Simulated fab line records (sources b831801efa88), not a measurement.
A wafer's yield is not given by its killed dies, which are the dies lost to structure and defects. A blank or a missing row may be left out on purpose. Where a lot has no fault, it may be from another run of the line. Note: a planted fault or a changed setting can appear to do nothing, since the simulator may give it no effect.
fab line records	flow sky130
record lots=5	wafers=14	last_day=50
route steps=708 shown SONOS_ONO@172 GATE_OXIDE@187 POLY_GATE@204 RES_PROTECT@206 SALICIDE@361 PAD_OPEN@708
lots untouched by any fault: they come from a run of this same line in which no faults occurred
start_h: hours from the record's opening day to when the first of the lot's shown wafers began	wait_h: hours elapsed since this lot's preceding step	" identical to the entry in the row above	L1.1+2: one row covering several wafers at once	- no value present, or no start provided	* or withheld: withheld	< > ~ a bound
route shown NAME@n: a module of which the file shows steps, and the number in the route of the first	usual: average and standard deviation across the fault-free wafers	same: alike in all rows	chamber/n: place in a boat	sites: the reading at each site	_std_site: the values' standard deviation	_edge_site: inner sites' mean taken away from outer sites' mean	radius_mm: how far each site lies from the wafer's centre	mask NAME#n: copy n	behind: tool/chamber where the wafer was last shaped	hold: the reason the lot was held/the length of the hold in hours/how it ended	device: which transistor (n, p or np) failed to switch	end of line: the same wafers' tests at the end of the route	a step with no rows: only its recipe	killed: dies lost to structure and defects at the first sort, not the wafer's yield	map: the dies of a wafer, with x for killed, . for not killed, _ for no die there
set.NAME: the setting the step ran with; set.NAME@STEP: the setting that earlier step ran with	model.NAME: the simulator's own value behind a step, which no gauge read
lots at selected steps of the route; one table per step, one row per wafer
services: a tool's chamber out of use, with start hour (start_h, from the record's first day; less than 0 if before it), hours out, and reason
## steps
# step SKY_SONOS_ONO_CVD_04
# recipe material=SiO2	precursor=SiH4/N2O	target_thk_nm=5.7199	temp_c=900	pressure_mtorr=400
# step SKY_SONOS_ONO_THK_MEAS_05
# recipe reads=SiO2_of_SONOS_ONO_CVD_04
# usual SONOS_ONO_CVD_04_THK=5.79/0.11
lot.wafer	tool	chamber	start_h	wait_h	SONOS_ONO_CVD_04_THK[nm]
L906.2	film_metro-01	-	297.05	0.0	5.71
L906.4	"	-	"	"	5.80
L906.5	"	-	"	"	5.85
L915.1	film_metro-03	-	368.68	0.0	5.95
L915.2	"	-	"	"	6.04
L915.3	"	-	"	"	6.02
L919.3	film_metro-01	-	400.87	0.0	5.69
L919.4	"	-	"	"	5.79
L920.2	film_metro-01	-	408.10	0.0	5.71
L920.4	"	-	"	"	5.78
L920.6	"	-	"	"	5.77
L921.1	film_metro-02	-	412.04	0.0	5.81
L921.3	"	-	"	"	5.81
L921.5	"	-	"	"	5.78
# step SKY_SONOS_ONO_DEHYDRATE_06
# recipe temp_c=200	time_s=60
# step SKY_SONOS_ONO_HMDS_07
# recipe prime_time_s=60	prime_temp_c=120
# step SKY_SONOS_ONO_COAT_08
# recipe resist=NOVOLAK	spin_rpm=3000	resist_thk_nm=1155
# step SKY_SONOS_ONO_SOFTBAKE_09
# recipe temp_c=90	time_s=60	resist=NOVOLAK
# step SKY_SONOS_ONO_EXPOSE_10
# recipe mask_id=ONOM	target_cd_nm=410	na=0.6	source_shape=conventional	sigma_outer=0.6	dose_mj=150
# step SKY_SONOS_ONO_PEB_11
# recipe temp_c=withheld	time_s=*	resist=NOVOLAK
# step SKY_SONOS_ONO_DEVELOP_12
# recipe develop_time_s=60	dev_temp_c=23
# step SKY_SONOS_ONO_CD_MEAS_13
# recipe target_cd_nm=410
# usual cd_nm=410.0/2.6
lot.wafer	tool	chamber	start_h	wait_h	cd_nm
L906.2	cd_sem-02	-	322.12	0.1	407.6
L906.4	"	-	"	"	408.6
L906.5	"	-	"	"	408.5
L915.1	cd_sem-02	-	398.11	0.3	404.9
L915.2	"	-	"	"	407.0
L915.3	"	-	"	"	405.8
L919.3	cd_sem-02	-	430.90	0.1	408.2
L919.4	"	-	"	"	409.3
L920.2	cd_sem-02	-	437.98	0.1	406.6
L920.4	"	-	"	"	405.3
L920.6	"	-	"	"	408.3
L921.1	cd_sem-02	-	442.61	0.1	406.3
L921.3	"	-	"	"	408.2
L921.5	"	-	"	"	406.1
# step SKY_SONOS_ONO_OVL_MEAS_14
# usual SONOS_ONO_OVL=-0.7/1.7
lot.wafer	tool	chamber	start_h	wait_h	SONOS_ONO_OVL[nm]
L906.2	overlay-02	-	322.22	0.1	-1.5
L906.4	"	-	"	"	-1.1
L906.5	"	-	"	"	-0.5
L915.1	overlay-02	-	398.23	0.1	-0.1
L915.2	"	-	"	"	1.3
L915.3	"	-	"	"	-0.7
L919.3	overlay-02	-	431.00	0.1	-1.4
L919.4	"	-	"	"	-1.4
L920.2	overlay-01	-	438.09	0.1	2.7
L920.4	"	-	"	"	0.0
L920.6	"	-	"	"	0.5
L921.1	overlay-02	-	442.73	0.1	1.6
L921.3	"	-	"	"	-0.3
L921.5	"	-	"	"	0.2
# step SKY_SONOS_ONO_ETCH_15
# recipe target_depth_nm=19.52	chemistry=CHF3/O2	source_w=600	bias_w=200	pressure_mtorr=40	chf3_flow_sccm=50	O2_flow_sccm=5	time_s=7.8
# usual chf3_flow_sccm=49.97/0.15	drypump_motor_current_A=6.0/0.43	oes_product_au=0.998/0.014	throttle_valve_pct=8.824/0.0092
lot.wafer	tool	chamber	start_h	wait_h	chf3_flow_sccm	drypump_motor_current_A	oes_product_au	rf_hours_counter_h	throttle_valve_pct
L906.2	rie_diel-03	2	322.25	0.0	50.33	5.7	0.993	59	8.838
L906.4	"	1	"	"	50.09	6.5	0.991	63	8.838
L906.5	"	2	"	"	49.99	5.7	0.999	-	8.827
L915.1	rie_diel-02	2	398.27	0.0	50.09	6.3	1.014	0	8.833
L915.2	"	0	"	"	49.81	5.5	1.019	53	8.820
L915.3	"	1	"	"	50.10	6.7	1.009	1	8.836
L919.3	rie_diel-04	3	431.02	0.0	50.03	6.3	1.016	14	8.832
L919.4	"	2	"	"	50.27	5.6	1.021	-	8.822
L920.2	rie_diel-04	3	438.12	0.0	50.03	6.3	1.013	14	8.837
L920.4	"	3	"	"	49.92	6.3	1.009	-	8.825
L920.6	"	2	"	"	49.84	5.6	1.016	-	8.826
L921.1	rie_diel-03	2	442.77	0.0	49.82	5.7	0.992	61	8.818
L921.3	"	3	"	"	50.03	5.9	0.981	0	8.831
L921.5	"	3	"	"	50.01	5.9	0.978	-	8.824
# step SKY_SONOS_ONO_WET_ETCH_16
# recipe chemistry=dHF	target_depth_nm=14	dry=n2_spin	target=SiO2	dilution=100:1	temp_c=25	time_s=280
# usual run_length_s=309/3.5
lot.wafer	tool	chamber	start_h	wait_h	run_length_s	model.SiO2_of_FIELD_ISO_CVD_24.thk_nm
L906.2	wet_bench-04	3	322.27	0.0	570	369.7
L906.4	"	3	"	"	570	370
L906.5	"	3	"	"	570	369.6
L915.1	wet_bench-01	2	398.29	0.0	311	382.7
L915.2	"	2	"	"	311	384
L915.3	"	2	"	"	311	382.5
L919.3	wet_bench-02	0	431.04	0.0	307	384.5
L919.4	"	0	"	"	307	383
L920.2	wet_bench-04	3	438.14	0.0	306	380.7
L920.4	"	3	"	"	306	381
L920.6	"	3	"	"	306	380.7
L921.1	wet_bench-02	2	442.79	0.0	314	381.9
L921.3	"	2	"	"	314	381.6
L921.5	"	2	"	"	314	381.8
# step SKY_SONOS_ONO_STRIP_17
# recipe chemistry=O2/N2	power_w=1400	pressure_mtorr=1500	platen_temp_c=withheld	o2_flow_sccm=3000	n2_flow_sccm=300	overash_fraction=0.5
# usual drypump_motor_current_A=5.8/0.54	oes_product_au=0.710/0.0043	strip_time_to_endpoint_s=14.29/0.048
lot.wafer	tool	chamber	start_h	wait_h	drypump_motor_current_A	oes_product_au	rf_hours_counter_h	strip_time_to_endpoint_s
L906.2	plasma_asher-01	1	322.36	0.0	5.5	0.710	20	14.28
L906.4	"	1	"	"	5.4	0.714	-	14.27
L906.5	"	0	"	"	6.6	0.710	-	14.22
L915.1	plasma_asher-01	1	398.38	0.0	5.5	0.710	27	14.27
L915.2	"	0	"	"	6.6	0.712	27	14.31
L915.3	"	1	"	"	5.5	0.716	-	14.26
L919.3	plasma_asher-01	1	431.16	0.0	5.5	0.701	-	14.22
L919.4	"	0	"	"	6.6	0.714	-	14.23
L920.2	plasma_asher-04	1	438.23	0.0	6.1	0.703	74	14.31
L920.4	"	1	"	"	6.1	0.709	-	14.28
L920.6	"	1	"	"	6.1	0.709	-	14.28
L921.1	plasma_asher-04	1	442.88	0.0	6.1	0.710	74	14.25
L921.3	"	1	"	"	6.1	0.714	-	14.25
L921.5	"	0	"	"	5.8	0.708	-	14.25
# step SKY_SONOS_ONO_WET_ETCH_18
# recipe chemistry=H3PO4	target_depth_nm=15	target=Si3N4	temp_c=160	time_s=172
# step SKY_GATE_OXIDE_CLEAN_00
# recipe chemistry=SC1/SC2	mix=1:4:20	temp_c=70	time_s=150	dry=n2_spin
# step SKY_GATE_OXIDE_OXIDATION_01
# recipe temp_c=900	ambient=O2	stabilise_s=600	purge_s=300	target_thk_a=102.68	ox_time_s=1473
# step SKY_GATE_OXIDE_THK_MEAS_02
# recipe reads=SiO2_of_GATE_OXIDE_OXIDATION_01
# usual GATE_OXIDE_OXIDATION_00_THK=10.15/0.17
lot.wafer	tool	chamber	start_h	wait_h	GATE_OXIDE_OXIDATION_00_THK[nm]
L906.2	film_metro-03	-	324.83	0.0	10.04
L906.4	"	-	"	"	10.10
L906.5	"	-	"	"	10.22
L915.1	film_metro-01	-	400.79	0.0	10.41
L915.2	"	-	"	"	10.60
L915.3	"	-	"	"	10.57
L919.3	film_metro-03	-	434.76	0.0	10.24
L919.4	"	-	"	"	9.98
L920.2	film_metro-04	-	439.86	0.0	9.97
L920.4	"	-	"	"	10.01
L920.6	"	-	"	"	9.80
L921.1	film_metro-04	-	445.24	0.0	10.05
L921.3	"	-	"	"	10.18
L921.5	"	-	"	"	10.20
# step SKY_GATE_OXIDE_DEHYDRATE_03
# recipe temp_c=200	time_s=60
# step SKY_GATE_OXIDE_HMDS_04
# recipe prime_time_s=60	prime_temp_c=120
# step SKY_GATE_OXIDE_COAT_05
# recipe resist=NOVOLAK	spin_rpm=3000	resist_thk_nm=1140
# step SKY_GATE_OXIDE_SOFTBAKE_06
# recipe temp_c=90	time_s=60	resist=NOVOLAK
# step SKY_GATE_OXIDE_EXPOSE_07
# recipe mask_id=LVOM	na=0.6	source_shape=conventional	sigma_outer=0.6	polarization=unpolarized	target_cd_nm=600	dose_mj=170
# step SKY_GATE_OXIDE_PEB_08
# recipe temp_c=withheld	time_s=*	resist=NOVOLAK
# step SKY_GATE_OXIDE_DEVELOP_09
# recipe resist=NOVOLAK	developer=TMAH	develop_time_s=60	dev_temp_c=23
# step SKY_GATE_OXIDE_OVL_MEAS_10
# usual GATE_OXIDE_OVL=-0.5/1.5
lot.wafer	tool	chamber	start_h	wait_h	GATE_OXIDE_OVL[nm]
L906.2	overlay-01	-	350.78	0.1	2.2
L906.4	"	-	"	"	0.3
L906.5	"	-	"	"	1.4
L915.1	overlay-02	-	430.62	0.1	-3.5
L915.2	"	-	"	"	-1.3
L915.3	"	-	"	"	-2.6
L919.3	overlay-02	-	466.08	0.1	-1.6
L919.4	"	-	"	"	-2.9
L920.2	overlay-01	-	471.08	0.1	-0.8
L920.4	"	-	"	"	0.4
L920.6	"	-	"	"	-0.3
L921.1	overlay-02	-	475.97	0.1	0.9
L921.3	"	-	"	"	0.0
L921.5	"	-	"	"	0.5
# step SKY_GATE_OXIDE_IMPLANT_11
# recipe species=B	energy_kev=10	dose_cm2=2.6e+12	tilt_deg=withheld
# step SKY_GATE_OXIDE_WET_ETCH_12
# recipe chemistry=dHF	target_depth_nm=16.8	dry=n2_spin	target=SiO2	dilution=100:1	temp_c=25	time_s=319.8
# step SKY_GATE_OXIDE_STRIP_13
# recipe chemistry=O2/N2	power_w=1400	pressure_mtorr=1500	platen_temp_c=withheld	o2_flow_sccm=3000	n2_flow_sccm=300	overash_fraction=0.5
# usual drypump_motor_current_A=5.8/0.54	oes_product_au=0.715/0.0044	strip_time_to_endpoint_s=14.21/0.044
lot.wafer	tool	chamber	start_h	wait_h	drypump_motor_current_A	oes_product_au	rf_hours_counter_h	strip_time_to_endpoint_s
L906.2	plasma_asher-03	1	351.17	0.0	5.1	0.718	54	14.24
L906.4	"	0	"	"	6.1	0.714	-	14.23
L906.5	"	0	"	"	6.1	0.711	-	14.22
L915.1	plasma_asher-01	1	430.91	0.0	5.5	0.712	31	14.29
L915.2	"	0	"	"	6.6	0.720	31	14.28
L915.3	"	0	"	"	6.6	0.710	-	14.27
L919.3	plasma_asher-03	1	466.39	0.0	5.1	0.722	-	14.16
L919.4	"	0	"	"	6.1	0.710	-	14.18
L920.2	plasma_asher-01	0	471.37	0.0	6.6	0.718	35	14.16
L920.4	"	1	"	"	5.5	0.714	-	14.17
L920.6	"	0	"	"	6.6	0.717	-	14.19
L921.1	plasma_asher-03	1	476.26	0.0	5.1	0.721	67	14.22
L921.3	"	1	"	"	5.1	0.710	-	14.23
L921.5	"	0	"	"	6.1	0.715	-	14.25
# step SKY_GATE_OXIDE_TW_MEAS_14
# usual GATE_OXIDE_TW=224.4/2.2
lot.wafer	tool	chamber	start_h	wait_h	GATE_OXIDE_TW
L906.2	film_metro-03	-	351.28	0.1	226.9
L906.4	"	-	"	"	224.5
L906.5	"	-	"	"	226.5
L915.1	film_metro-01	-	431.01	0.1	223.9
L915.2	"	-	"	"	223.8
L915.3	"	-	"	"	224.7
L919.3	film_metro-04	-	466.48	0.1	220.7
L919.4	"	-	"	"	221.7
L920.2	film_metro-03	-	471.48	0.1	226.6
L920.4	"	-	"	"	227.2
L920.6	"	-	"	"	227.6
L921.1	film_metro-03	-	476.36	0.1	226.5
L921.3	"	-	"	"	226.3
L921.5	"	-	"	"	226.2
# step SKY_GATE_OXIDE_CLEAN_15
# recipe chemistry=SC1/SC2	mix=1:4:20	temp_c=70	time_s=150	dry=n2_spin
# step SKY_GATE_OXIDE_OXIDATION_16
# recipe temp_c=800	ambient=O2	idle_temp_c=700	ramp_up_c_per_min=10	ramp_down_c_per_min=3	stabilise_s=600	purge_s=300	target_thk_a=35.7	ox_time_s=1915
# step SKY_POLY_GATE_CVD_00
# recipe material=poly-Si	target_thk_nm=180	temp_c=620	time_s=720	pressure_mtorr=200
# step SKY_POLY_GATE_THK_MEAS_01
# recipe reads=poly-Si_of_POLY_GATE_CVD_00
# usual POLY_GATE_CVD_00_THK=179.5/1.6
lot.wafer	tool	chamber	start_h	wait_h	POLY_GATE_CVD_00_THK[nm]
L906.2	film_metro-04	-	354.75	0.0	181.1
L906.4	"	-	"	"	180.5
L906.5	"	-	"	"	181.1
L915.1	film_metro-04	-	434.53	0.0	181.1
L915.2	"	-	"	"	178.7
L915.3	"	-	"	"	180.1
L920.2	film_metro-04	-	497.57	0.0	181.0
L920.4	"	-	"	"	182.5
L920.6	"	-	"	"	179.3
L919.3	film_metro-03	-	497.58	0.0	181.7
L919.4	"	-	"	"	181.9
L921.1	film_metro-02	-	497.62	0.1	179.2
L921.3	"	-	"	"	178.1
L921.5	"	-	"	"	178.8
# step SKY_RES_PROTECT_DEHYDRATE_00
# recipe temp_c=200	time_s=60
# step SKY_RES_PROTECT_HMDS_01
# recipe prime_time_s=60	prime_temp_c=120
# step SKY_RES_PROTECT_COAT_02
# recipe resist=NOVOLAK	spin_rpm=3000	resist_thk_nm=1140
# step SKY_RES_PROTECT_SOFTBAKE_03
# recipe temp_c=90	time_s=60	resist=NOVOLAK
# step SKY_RES_PROTECT_EXPOSE_04
# recipe mask_id=RPM	na=0.6	source_shape=conventional	sigma_outer=0.6	polarization=unpolarized	target_cd_nm=1270	dose_mj=131
# step SKY_RES_PROTECT_PEB_05
# recipe temp_c=withheld	time_s=*	resist=NOVOLAK
# step SKY_RES_PROTECT_DEVELOP_06
# recipe resist=NOVOLAK	developer=TMAH	develop_time_s=60	dev_temp_c=23
# step SKY_POLY_GATE_IMPLANT_02
# recipe species=P	energy_kev=30	dose_cm2=7.7e+15	tilt_deg=0
# step SKY_SALICIDE_CLEAN_00
# recipe chemistry=HF-last	time_s=30	dilution=100:1	dry=ipa_marangoni
lot.wafer	tool	chamber	start_h	wait_h	model.SiO2_of_FIELD_ISO_CVD_24.thk_nm
L906.2	wet_bench-03	2	692.18	0.1	345.7
L906.4	"	2	"	"	345.8
L906.5	"	2	"	"	345.4
L915.1	wet_bench-02	1	766.02	0.1	358.3
L915.2	"	1	"	"	359.6
L915.3	"	1	"	"	358.2
L920.2+6	wet_bench-03	0	818.71	0.1	356.4
L920.4	"	0	"	"	356.7
L921.1	wet_bench-02	1	819.71	0.1	357.4
L921.3	"	1	"	"	357.2
L921.5	"	1	"	"	357.3
L919.3	wet_bench-02	0	822.60	0.1	359.9
L919.4	"	0	"	"	358.6
# step SKY_PAD_OPEN_PROBE_99
# usual killed_at_M0_to_M3=44/6.9	killed_at_M4_up=3.3/2	killed_at_contacts=25/5.4	killed_at_front_end=16/4.6	killed_at_other=0.2/0.51	killed_dies=88/8.9	killed_open=48/6.8	killed_short=39/5.8
# same gross_dies=492	killed_at_back_side=0
lot.wafer	tool	chamber	start_h	wait_h	killed_at_M0_to_M3	killed_at_M4_up	killed_at_contacts	killed_at_front_end	killed_at_other	killed_dies	killed_open	killed_short	model.etest.cap_li_to_poly.c_af_um2	model.etest.sram_nfet_pass.off_log10_a_um
L906.2	prober-01	-	1113.62	0.1	54	6	36	24	1	121	64	57	88.66	-12.12
L906.4	prober-01	-	1113.72	0.2	40	4	19	11	1	75	43	31	90.14	-12.17
L906.5	prober-01	-	1113.77	0.2	51	2	19	22	1	95	48	46	88.44	-12.39
L915.1	prober-02	-	1159.38	0.1	62	6	18	16	0	102	58	44	92.14	-12.49
L915.2	prober-02	-	1159.43	0.1	49	2	21	15	0	87	50	36	92.51	-12.53
L915.3	prober-02	-	1159.48	0.2	54	6	15	15	1	91	43	46	93.55	-12.61
L920.2	prober-01	-	1192.40	0.1	42	0	28	23	1	94	51	42	92.46	-12.52
L920.4	prober-01	-	1192.50	0.2	43	7	26	16	2	94	49	42	93.08	-12.49
L920.6	prober-01	-	1192.60	0.2	43	0	23	14	1	81	39	42	91.71	-12.39
L921.1	prober-01	-	1196.78	0.1	40	5	22	14	1	82	45	36	92.44	-12.78
L921.3	prober-01	-	1196.88	0.2	37	5	31	11	0	84	52	32	91.17	-13.02
L921.5	prober-01	-	1196.98	0.2	48	9	14	9	0	80	46	34	94.42	-12.8
L919.3	prober-02	-	1199.88	0.2	31	4	25	20	0	80	45	35	92.13	-12.32
L919.4	prober-02	-	1199.93	0.2	52	2	18	22	0	94	58	35	92.27	-12.64
# killed by level:class
L906.2 CONTACT:geometric_particle:open=19 VIA1:geometric_particle:open=10 FIELD_ISO:geometric_particle:short=8 METAL2:geometric_particle:short=8 VIA3:geometric_particle:open=7 VIA3:geometric_particle:short=7 POLY_GATE:geometric_particle:open=6 LI_CONTACT:geometric_particle:open=6
L906.4 CONTACT:geometric_particle:open=10 VIA1:geometric_particle:open=7 METAL1:geometric_particle:short=5 METAL2:geometric_particle:short=5 LI_CONTACT:geometric_particle:open=4 VIA3:geometric_particle:short=4 VIA3:geometric_particle:open=4 FIELD_ISO:geometric_particle:open=3
L906.5 CONTACT:geometric_particle:open=9 METAL2:geometric_particle:short=9 VIA1:geometric_particle:open=8 VIA2:geometric_particle:open=8 FIELD_ISO:geometric_particle:short=7 VIA2:geometric_particle:short=7 POLY_GATE:geometric_particle:open=5 METAL2:geometric_particle:open=5
L915.1 VIA1:geometric_particle:open=18 VIA3:geometric_particle:open=12 VIA2:geometric_particle:open=8 METAL1:geometric_particle:short=8 VIA3:geometric_particle:short=6 METAL4:geometric_particle:short=5 FIELD_ISO:geometric_particle:open=4 LI_CONTACT:geometric_particle:open=4
L915.2 VIA1:geometric_particle:open=18 VIA3:geometric_particle:open=8 POLY_GATE:geometric_particle:short=7 CONTACT:geometric_particle:open=7 VIA2:geometric_particle:open=6 CONTACT:geometric_particle:short=4 METAL1:geometric_particle:short=4 VIA1:geometric_particle:short=4
L915.3 VIA2:geometric_particle:open=9 VIA3:geometric_particle:open=8 VIA1:geometric_particle:short=7 METAL2:geometric_particle:short=7 VIA1:geometric_particle:open=6 LI_CONTACT:geometric_particle:open=6 METAL4:geometric_particle:short=5 METAL1:geometric_particle:short=5
L920.2 VIA1:geometric_particle:open=10 CONTACT:geometric_particle:short=8 VIA1:geometric_particle:short=8 CONTACT:geometric_particle:open=7 LI_CONTACT:geometric_particle:open=7 METAL2:geometric_particle:short=6 FIELD_ISO:geometric_particle:open=5 POLY_GATE:geometric_particle:open=5
L920.4 CONTACT:geometric_particle:open=13 VIA3:geometric_particle:short=8 LI_CONTACT:geometric_particle:open=7 VIA1:geometric_particle:open=7 FIELD_ISO:geometric_particle:open=6 METAL1:geometric_particle:short=5 METAL2:geometric_particle:short=5 FIELD_ISO:geometric_particle:short=4
L920.6 VIA1:geometric_particle:open=10 LI_CONTACT:geometric_particle:open=6 METAL2:geometric_particle:short=6 POLY_GATE:geometric_particle:open=5 CONTACT:geometric_particle:short=5 CONTACT:geometric_particle:open=5 METAL1:geometric_particle:short=5 VIA2:geometric_particle:open=5
L921.1 VIA1:geometric_particle:open=8 CONTACT:geometric_particle:open=7 LI_CONTACT:geometric_particle:open=6 VIA2:geometric_particle:open=6 VIA2:geometric_particle:short=5 VIA3:geometric_particle:open=5 VIA1:geometric_particle:short=5 FIELD_ISO:geometric_particle:short=4
L921.3 CONTACT:geometric_particle:open=12 VIA2:geometric_particle:open=9 LI_CONTACT:geometric_particle:open=8 VIA1:geometric_particle:open=7 VIA3:geometric_particle:open=6 LOCAL_INTERCONNECT:geometric_particle:short=5 METAL4:geometric_particle:short=5 LI_CONTACT:geometric_particle:short=4
L921.5 VIA2:geometric_particle:open=10 CONTACT:geometric_particle:open=9 VIA1:geometric_particle:open=9 VIA3:geometric_particle:open=7 METAL4:geometric_particle:short=7 FIELD_ISO:geometric_particle:short=5 METAL2:geometric_particle:short=5 METAL1:geometric_particle:short=4
L919.3 VIA1:geometric_particle:open=9 CONTACT:geometric_particle:short=9 FIELD_ISO:geometric_particle:open=8 LI_CONTACT:geometric_particle:open=6 POLY_GATE:geometric_particle:short=5 CONTACT:geometric_particle:open=5 VIA2:geometric_particle:open=5 VIA1:geometric_particle:short=4
L919.4 VIA1:geometric_particle:open=9 CONTACT:geometric_particle:open=9 VIA2:geometric_particle:open=9 FIELD_ISO:geometric_particle:short=8 FIELD_ISO:geometric_particle:open=6 POLY_GATE:geometric_particle:open=6 VIA3:geometric_particle:open=6 METAL2:geometric_particle:short=6
## services
tool	chamber	start_h	hours	kind
plasma_asher-04	-	321.85	14.6	pm
rie_diel-03	-	347.61	1.8	repair
plasma_asher-01	-	404.60	1.0	repair
wet_bench-02	-	424.49	4.4	pm
wet_bench-02	-	433.74	0.9	repair
wet_bench-04	-	494.41	5.0	repair
rie_diel-03	0	502.38	19.6	repair
plasma_asher-03	-	510.24	28.1	pm
wet_bench-04	-	514.16	1.7	repair
wet_bench-02	-	515.21	3.2	repair
plasma_asher-03	-	542.06	0.7	repair
wet_bench-03	-	548.74	2.2	repair
rie_diel-03	1	550.03	5.7	repair
wet_bench-02	-	578.03	2.9	repair
plasma_asher-03	-	586.73	3.1	repair
rie_diel-03	0	622.67	2.3	repair
plasma_asher-03	-	629.14	1.8	repair
rie_diel-03	1	629.96	9.0	repair
plasma_asher-03	-	654.65	7.1	repair
plasma_asher-01	-	705.27	3.0	repair
plasma_asher-03	-	710.59	2.8	pm
plasma_asher-03	-	807.09	1.6	repair
plasma_asher-01	-	811.22	5.8	repair
plasma_asher-03	-	820.61	0.4	repair
## key
first_sign step=SKY_SONOS_ONO_WET_ETCH_16	reading=run_length_s	direction=up	sigmas=75	usual=*	struck=*
effect none on later readings
model_effect step=SKY_SONOS_ONO_WET_ETCH_16	value=SiO2_of_FIELD_ISO_CVD_24.thk_nm	without=384.1	struck=369.8
model_effect step=SKY_SALICIDE_CLEAN_00	value=SiO2_of_FIELD_ISO_CVD_24.thk_nm	without=360	struck=345.6
model_effect step=SKY_PAD_OPEN_PROBE_99	value=etest.cap_li_to_poly.c_af_um2	without=92.51	struck=89.08
met_at SKY_SONOS_ONO_WET_ETCH_16
struck_wafers L906.2,L906.4,L906.5
tester_left_out L906
fault kind=process_parameter_drift	tool=wet_bench-04	chamber=3	onset_h=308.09	steps=SKY_SONOS_ONO_WET_ETCH_16	channel=time_s	offset=*	shape=step	end_h=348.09	acts_in=*	stated=*
# tester_left_out: of these lots the tester's yield and bins aren't shown, on N5 and GAA mostly nor the transistor test; their killed dies are dies lost to structure and defects alone, not to doping, threshold or leakage, so they don't give the yield
